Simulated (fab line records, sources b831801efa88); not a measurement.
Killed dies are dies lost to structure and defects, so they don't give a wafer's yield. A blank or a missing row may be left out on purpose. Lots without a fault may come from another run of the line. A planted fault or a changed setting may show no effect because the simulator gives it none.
Problem report in the 8D (eight disciplines) form, filled by code | flow sky130 | the parts of the form that need people (team, actions taken, sign-off) are left out

1. THE PROBLEM
chamber_pressure_pa at SKY_METAL4_SPUTTER_00 reads a mean of 0.3395 Pa on 1 wafer of 1 lot; wafers without a fault read 0.4000 Pa with a standard deviation of 0.00082. That is -74 standard deviations from the usual mean.
The step: material Ti, target thk 15 nm, time 10 s.
First seen on wafer L441.5, day 41 21:19, on pvd_sputter-04. The record holds 36 wafers of 12 lots with a number at this step. Rule for "out", or "out of limits": more than 4 standard deviations from the usual mean. The other wafers with a number count as sound.

2. WHAT IT IS AND WHAT IT IS NOT
question                    | is                  | is not
which readings at this step | chamber_pressure_pa | cathode_dc_power_W
which lots                  | L441                | L434, L435, L436, L437, L438, L449, L451, L454, L455, L456, L457
which wafers of those lots  | L441.5              | L441.2, L441.4
read on which tools         | pvd_sputter-04      | pvd_sputter-02, pvd_sputter-03
when                        | from day 41 21:19   | up to then (17 sound wafers); but 18 sound wafers of L449, L451, L454, L455, L456, L457 came after

3. SUSPECTS, AND WHAT RULES EACH OUT
Counting: a tool at a process step up to the reading stays a suspect if it ran every lot that is out. Sound lots after the first of them don't rule it out here, since some wafers of a struck lot are sound.
- cvd_w-02 at SKY_VIA3_CVD_21 (deposits W, target thk 390 nm, time 117.31 s): kept. It ran the lot that is out, L441 (day 41 20:43); its last sound lot up to then is L435 (day 39 19:21).
- pvd_sputter-04 at SKY_METAL4_SPUTTER_00 (material Ti, target thk 15 nm, time 10 s): kept. It ran the lot that is out, L441 (day 41 21:19); its last sound lot up to then is L438 (day 40 17:17). Its own readings are out on those wafers: chamber_pressure_pa.
Left after counting: cvd_w-02 at SKY_VIA3_CVD_21, pvd_sputter-04 at SKY_METAL4_SPUTTER_00.

4. THE CAUSE (what the simulator had put in)
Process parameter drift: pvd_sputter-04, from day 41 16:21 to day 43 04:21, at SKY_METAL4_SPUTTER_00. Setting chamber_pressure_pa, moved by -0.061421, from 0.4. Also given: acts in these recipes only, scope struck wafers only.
Counting left 2 suspects, and this tool is among them.

5. THE CHAIN OF EFFECTS, in route order
Each row: a reading whose mean over the struck wafers that have a number lies more than 3 standard deviations from the usual. Only readings for which the record gives a usual standard deviation are gone through. hours: the time from each lot's start at the first step in this table that gives one to its start at this step, as a median over the lots. sigmas: the change in usual standard deviations.
hours | step                  | reading             | usual     | on struck wafers | change  | sigmas
0     | SKY_METAL4_SPUTTER_00 | chamber_pressure_pa | 0.4000 Pa | 0.3395           | -0.0605 | -74
0     | SKY_METAL4_SPUTTER_00 | throttle_valve_pct  | 30.0 %    | 33.0             | +3.0    | +3.8
The process steps in it:
- SKY_METAL4_SPUTTER_00: material Ti, target thk 15 nm, time 10 s.

6. WHAT WOULD HAVE CAUGHT IT SOONER
In this record the first reading out of limits was taken at day 41 21:19, 5 hours after the fault began at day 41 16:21.
